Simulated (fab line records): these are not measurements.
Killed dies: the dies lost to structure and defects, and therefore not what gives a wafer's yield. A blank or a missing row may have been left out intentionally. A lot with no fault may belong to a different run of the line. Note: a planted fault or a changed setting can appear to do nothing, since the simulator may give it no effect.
The tool behind it: which one?    flow gf180mcu    Sampling: 14 lots, 39 wafers, 4 of 602 route steps

== WHAT THE GAUGES READ, wafer by wafer ==
GF_SAB_THK_MEAS_01. Usual: SAB_CVD_00_THK gives 50.1 nm (standard deviation 0.8).
lot   measured      on             SAB_CVD_00_THK (nm)  flag
L436  day 14 02:19  film-metro-04  49.7 49.7 49.6       
L437  day 14 09:46  film-metro-01  49.7 49.3 51.1       
L438  day 15 03:29  film-metro-01  49.4 50.3 50.2       
L442  day 16 11:46  film-metro-04  49.9 49.8            
L441  day 16 14:22  film-metro-02  49.6 50.4            
L443  day 17 02:17  film-metro-04  48.5 50.3            
L452  day 19 14:31  film-metro-01  48.5 49.6 49.3       
L453  day 20 03:44  film-metro-04  50.0 51.3 51.7       
L454  day 20 09:37  film-metro-01  49.8 50.7 50.7       
L455  day 20 20:43  film-metro-01  50.3 50.4 50.8       
L456  day 21 03:13  film-metro-01  49.0 49.2 50.2       
L457  day 21 14:02  film-metro-02  50.4 51.2 51.3       
L458  day 21 23:23  film-metro-04  49.8 50.3 50.2       
L459  day 22 02:16  film-metro-01  49.0 50.2 50.1       

GF_CONTACT_THK_MEAS_03. Usual: CONTACT_CVD_02_THK gives 858 nm (standard deviation 11).
lot   measured      on             CONTACT_CVD_02_THK (nm)  flag
L436  day 15 00:10  film-metro-01  856 849 865              
L437  day 15 08:09  film-metro-01  857 851 864              
L438  day 16 02:48  film-metro-03  843 855 859              
L442  day 17 10:33  film-metro-03  1624 864                 OFF
L441  day 17 13:17  film-metro-03  1636 1644                OFF
L443  day 18 01:56  film-metro-03  1634 1653                OFF
L452  day 20 15:29  film-metro-01  865 862 859              
L453  day 21 04:42  film-metro-01  856 870 865              
L454  day 21 10:56  film-metro-02  850 845 870              
L455  day 21 21:38  film-metro-03  860 864 869              
L456  day 22 04:04  film-metro-03  857 868 862              
L457  day 22 14:44  film-metro-02  840 862 863              
L458  day 23 00:05  film-metro-03  843 840 847              
L459  day 23 02:10  film-metro-03  840 855 869              

== WHICH TOOL RAN EACH LOT (tool, then ch and the chambers of the sampled wafers, then the start) ==
lot   GF_SALICIDE_RTA_08                GF_CONTACT_CVD_02
L436  rtp-anneal-02 ch 0, day 14 23:54  pecvd-03 ch 0,2, day 15 00:05
L437  rtp-anneal-02 ch 0, day 15 07:53  pecvd-02 ch 0,2, day 15 08:04
L438  rtp-anneal-02 ch 0, day 16 02:32  pecvd-02 ch 0,1, day 16 02:43
L442  rtp-anneal-02 ch 0, day 17 10:17  pecvd-02 ch 1,2, day 17 10:28
L441  rtp-anneal-02 ch 0, day 17 13:01  pecvd-02 ch 0,2, day 17 13:13
L443  rtp-anneal-02 ch 0, day 18 01:40  pecvd-02 ch 1,2, day 18 01:51
L452  rtp-anneal-02 ch 0, day 20 15:13  pecvd-03 ch 0,2, day 20 15:25
L453  rtp-anneal-01 ch 0, day 21 04:25  pecvd-03 ch 0,1,2, day 21 04:38
L454  rtp-anneal-01 ch 0, day 21 10:35  pecvd-02 ch 0,1,2, day 21 10:51
L455  rtp-anneal-01 ch 0, day 21 21:17  pecvd-02 ch 0,1, day 21 21:34
L456  rtp-anneal-02 ch 0, day 22 03:48  pecvd-03 ch 0,2, day 22 03:59
L457  rtp-anneal-01 ch 0, day 22 14:22  pecvd-02 ch 0,2, day 22 14:40
L458  rtp-anneal-02 ch 0, day 22 23:48  pecvd-04 ch 0,1, day 23 00:01
L459  rtp-anneal-01 ch 0, day 23 01:54  pecvd-03 ch 1,2, day 23 02:06
- GF_SALICIDE_RTA_08: time 30 s.
- GF_CONTACT_CVD_02: deposits SiO2 from TEOS, target thk 860 nm, time 95.992 s.

== AS READ BY THE TOOLS THEMSELVES (means over the sampled wafers that have a number; for cases with no such wafer, the mark the record gives instead) ==
GF_SALICIDE_RTA_08. Usual: chamber-o2-ppm 1.995, standard deviation 0.024; lamp-power-pct 16.3 %, standard deviation 2.3; wafer_temp_C_max 803.6, standard deviation 0.78.
lot   tool           chamber-o2-ppm  lamp-power-pct (%)  wafer_temp_C_max  flag
L436  rtp-anneal-02  2.022           14.7                803.0             
L437  rtp-anneal-02  2.010           14.7                804.5             
L438  rtp-anneal-02  1.989           14.7                804.0             
L442  rtp-anneal-02  2.000           14.7                804.7             
L441  rtp-anneal-02  1.999           14.7                803.9             
L443  rtp-anneal-02  1.997           14.7                804.9             
L452  rtp-anneal-02  1.984           14.7                804.0             
L453  rtp-anneal-01  2.014           19.5                803.4             
L454  rtp-anneal-01  1.958           19.5                802.6             
L455  rtp-anneal-01  1.980           19.5                802.5             
L456  rtp-anneal-02  1.999           14.7                803.9             
L457  rtp-anneal-01  2.012           19.5                803.4             
L458  rtp-anneal-02  2.015           14.7                803.8             
L459  rtp-anneal-01  2.009           19.5                802.9             

GF_CONTACT_CVD_02. Usual: 730 W for heater-power-w, sd 130.
lot   tool      heater-power-w (W)  flag
L436  pecvd-03  590                 
L437  pecvd-02  750                 
L438  pecvd-02  828                 
L442  pecvd-02  798                 
L441  pecvd-02  745                 
L443  pecvd-02  773                 
L452  pecvd-03  612                 
L453  pecvd-03  720                 
L454  pecvd-02  798                 
L455  pecvd-02  813                 
L456  pecvd-03  712                 
L457  pecvd-02  682                 
L458  pecvd-04  671                 
L459  pecvd-03  846                 

== THE ANSWER, worked out from the rows above alone ==
Rule: a lot counts as off when the mean over its wafers that have a number is more than 3 standard deviations away from the usual mean. Also off: a lot with no number at a reading for which 4 or more lots have one. Any other lot the step has rows for is counted as sound. First the gauges in route order, then the tools' own readings, where a lot's mean is used as printed above. At the first step where some lot is off, the reading lying furthest off is the one used; lots without a number count as furthest.
Off: L442, L441, L443, seen at GF_CONTACT_THK_MEAS_03 (CONTACT_CVD_02_THK).
If a tool, at a process step before that reading, ran all the lots that are off and no sound lot after the first of them, it fits. Those tools and the gauges at GF_CONTACT_THK_MEAS_03 are tried in the same way. No candidate that was tried fits.

== WHAT THE SIMULATOR HAD PUT IN ==
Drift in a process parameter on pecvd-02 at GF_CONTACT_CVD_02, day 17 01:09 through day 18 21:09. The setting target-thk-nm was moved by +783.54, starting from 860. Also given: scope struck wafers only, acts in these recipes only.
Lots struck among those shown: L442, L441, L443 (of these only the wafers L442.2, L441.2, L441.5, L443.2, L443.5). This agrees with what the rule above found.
